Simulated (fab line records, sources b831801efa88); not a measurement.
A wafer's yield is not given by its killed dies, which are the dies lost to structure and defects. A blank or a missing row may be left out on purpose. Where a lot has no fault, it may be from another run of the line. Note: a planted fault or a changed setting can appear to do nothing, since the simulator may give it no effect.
The tool behind it: which one?    flow sky130    10 lots, 30 wafers sampled, at 6 steps of a route of 708

WHAT THE GAUGES READ, wafer by wafer
SKY_VIA2_RS_MEAS_22: a four-point-probe measurement. Usual: VIA2_W_RS gives 0.273 ohm/sq (standard deviation 0.004).
lot   measured      on             VIA2_W_RS (ohm/sq)  flag
L688  day 36 03:59  film_metro-03  0.278 0.277 0.277   
L689  day 36 12:20  film_metro-04  0.276 0.276 0.276   
L690  day 36 23:20  film_metro-04  0.270 0.263 0.262   
L691  day 37 07:36  film_metro-03  0.274 0.276 0.278   
L696  day 39 01:26  film_metro-02  0.277 0.267 0.275   
L700  day 40 04:41  film_metro-02  0.269 0.270 0.279   
L704  day 41 06:02  film_metro-02  0.269 0.275 0.271   
L705  day 41 15:14  film_metro-03  0.273 0.273 0.276   
L710  day 43 01:12  film_metro-04  0.266 0.277 0.271   
L711  day 43 05:02  film_metro-03  0.273 0.274 0.277   

SKY_CAPM_RS_MEAS_03: a four-point-probe measurement. Usual: CAPM_TIN_RS gives 6.91 ohm/sq (standard deviation 0.068).
lot   measured      on             CAPM_TIN_RS (ohm/sq)  flag
L688  day 36 04:53  film_metro-03  6.92 6.88 6.84        
L689  day 36 13:10  film_metro-01  6.93 6.92 6.88        
L690  day 37 00:14  film_metro-01  6.81 6.82 6.81        
L691  day 37 08:29  film_metro-01  7.01 6.94 6.97        
L696  day 39 02:16  film_metro-03  6.89 6.96 6.90        
L700  day 40 05:35  film_metro-03  4.21 6.97 6.89        OFF
L704  day 41 06:52  film_metro-02  6.82 6.82 6.88        
L705  day 41 16:03  film_metro-01  6.88 6.91 6.90        
L710  day 43 02:01  film_metro-03  6.84 6.93 6.88        
L711  day 43 05:53  film_metro-02  6.86 6.82 6.78        

SKY_CAPM_THK_MEAS_04: measures by xrf. Usual: CAPM_TIN_THK gives 200.9 nm (standard deviation 2.2).
lot   measured      on             CAPM_TIN_THK (nm)  flag
L688  day 36 05:01  film_metro-03  200.2 203.2 203.6  
L689  day 36 13:17  film_metro-01  200.1 200.8 202.1  
L690  day 37 00:20  film_metro-01  204.1 204.7 203.2  
L691  day 37 08:37  film_metro-01  198.4 199.7 199.7  
L696  day 39 02:23  film_metro-03  200.1 198.0 199.3  
L700  day 40 05:42  film_metro-03  324.7 198.1 200.7  OFF
L704  day 41 06:59  film_metro-02  203.8 203.2 202.2  
L705  day 41 16:10  film_metro-01  202.3 202.1 201.2  
L710  day 43 02:08  film_metro-03  201.2 199.4 200.8  
L711  day 43 05:59  film_metro-02  202.2 203.1 204.2  

TOOL THAT RAN EACH LOT (tool first, then ch and the chambers of the sampled wafers, then the start)
lot   SKY_METAL2_STRIP_20                   SKY_VIA2_CMP_24                SKY_CAPM_SPUTTER_02
L688  plasma_asher-04 ch 0,1, day 34 23:49  cmp-01 ch 0,1,3, day 36 04:24  pvd_sputter-03, day 36 04:47
L689  plasma_asher-03 ch 0,1, day 35 08:28  cmp-02 ch 0,1,2, day 36 12:31  pvd_sputter-04, day 36 13:03
L690  plasma_asher-03 ch 0,1, day 35 18:50  cmp-01 ch 0,2,3, day 36 23:36  pvd_sputter-03, day 37 00:02
L691  plasma_asher-01 ch 0,1, day 36 03:20  cmp-02 ch 1,3, day 37 07:53    pvd_sputter-01, day 37 08:23
L696  plasma_asher-01 ch 0,1, day 37 21:28  cmp-02 ch 0,3, day 39 01:37    pvd_sputter-01, day 39 02:09
L700  plasma_asher-03 ch 0,1, day 39 02:35  cmp-02 ch 1,2,3, day 40 04:59  pvd_sputter-01, day 40 05:28
L704  plasma_asher-03 ch 0,1, day 40 03:49  cmp-01 ch 1,2,3, day 41 06:13  pvd_sputter-03, day 41 06:46
L705  plasma_asher-04 ch 0,1, day 40 12:22  cmp-01 ch 0,1,3, day 41 15:31  pvd_sputter-03, day 41 15:56
L710  plasma_asher-04 ch 0,1, day 42 00:02  cmp-01 ch 0,2,3, day 43 01:23  pvd_sputter-01, day 43 01:55
L711  plasma_asher-03 ch 0,1, day 42 03:32  cmp-02 ch 1,2,3, day 43 05:12  pvd_sputter-01, day 43 05:45
- SKY_METAL2_STRIP_20: strips in O2/N2.
- SKY_VIA2_CMP_24: polishes, stops on SiO2, t overpolish 20 s, target thk 0 nm.
- SKY_CAPM_SPUTTER_02: material TiN, target thk 200 nm, time 166.7 s.

WHAT THE TOOLS THEMSELVES READ (means of the sampled wafers that have a number; where no wafer has one, the mark that the record gives instead)
SKY_METAL2_STRIP_20. Usual: drypump_motor_current_A 5.7 A, standard deviation 0.53; o2_flow_sccm 2999 sccm, standard deviation 8.7; oes_product_au 0.344 a.u., standard deviation 0.0046; strip_time_to_endpoint_s 2.72 s, standard deviation 0.033.
lot   tool             drypump_motor_current_A (A)  o2_flow_sccm (sccm)  oes_product_au (a.u.)  strip_time_to_endpoint_s (s)  flag
L688  plasma_asher-04  5.7                          3002                 0.342                  2.74                          
L689  plasma_asher-03  5.2                          3002                 0.344                  2.71                          
L690  plasma_asher-03  5.5                          3002                 0.347                  2.70                          
L691  plasma_asher-01  6.4                          2986                 0.340                  2.72                          
L696  plasma_asher-01  6.4                          3007                 0.344                  2.74                          
L700  plasma_asher-03  5.5                          2998                 0.345                  2.69                          
L704  plasma_asher-03  5.2                          3009                 0.346                  2.70                          
L705  plasma_asher-04  5.7                          2994                 0.345                  2.71                          
L710  plasma_asher-04  5.5                          2999                 0.340                  2.68                          
L711  plasma_asher-03  5.4                          2994                 0.343                  2.71                          

SKY_VIA2_CMP_24. Usual: motor_current_A 11.0 A, standard deviation 0.91; overpolish_run_s 20.001 s, standard deviation 0.0087; time_to_endpoint_s 102 s, standard deviation 3.5.
lot   tool    motor_current_A (A)  overpolish_run_s (s)  time_to_endpoint_s (s)  flag
L688  cmp-01  12.2                 20.005                96                      
L689  cmp-02  10.2                 20.010                99                      
L690  cmp-01  11.8                 20.000                101                     
L691  cmp-02  10.8                 19.999                101                     
L696  cmp-02  10.3                 19.999                103                     
L700  cmp-02  10.3                 19.998                102                     
L704  cmp-01  11.6                 19.994                102                     
L705  cmp-01  11.9                 19.998                100                     
L710  cmp-01  12.0                 20.000                103                     
L711  cmp-02  10.3                 20.003                102                     

SKY_CAPM_SPUTTER_02. Usual: throttle_valve_pct at 30.3 %, with a standard deviation of 0.86.
lot   tool            throttle_valve_pct (%)  flag
L688  pvd_sputter-03  29.4                    
L689  pvd_sputter-04  31.1                    
L690  pvd_sputter-03  29.5                    
L691  pvd_sputter-01  30.8                    
L696  pvd_sputter-01  30.4                    
L700  pvd_sputter-01  30.2                    
L704  pvd_sputter-03  29.7                    
L705  pvd_sputter-03  29.4                    
L710  pvd_sputter-01  30.0                    
L711  pvd_sputter-01  30.3                    

THE ANSWER, worked out from the rows above alone
Rule: a lot counts as off when the mean over its wafers that have a number is more than 3 standard deviations away from the usual mean. A lot without any number at a reading at which 4 lots or more have one is off too. All remaining lots with rows at the step are treated as sound. After the gauges, taken in route order, come the tools' own readings; for these a lot's mean is taken, as printed above. At the first step where some lot is off, the reading lying furthest off is the one used; lots without a number count as furthest.
Off: L700, at SKY_CAPM_RS_MEAS_03 (CAPM_TIN_RS).
If a tool, at a process step before that reading, ran all the lots that are off and no sound lot after the first of them, it fits. Gauges at SKY_CAPM_RS_MEAS_03: tried the same way as those tools. None of those tried fits.

WHAT HAD BEEN PUT IN BY THE SIMULATOR
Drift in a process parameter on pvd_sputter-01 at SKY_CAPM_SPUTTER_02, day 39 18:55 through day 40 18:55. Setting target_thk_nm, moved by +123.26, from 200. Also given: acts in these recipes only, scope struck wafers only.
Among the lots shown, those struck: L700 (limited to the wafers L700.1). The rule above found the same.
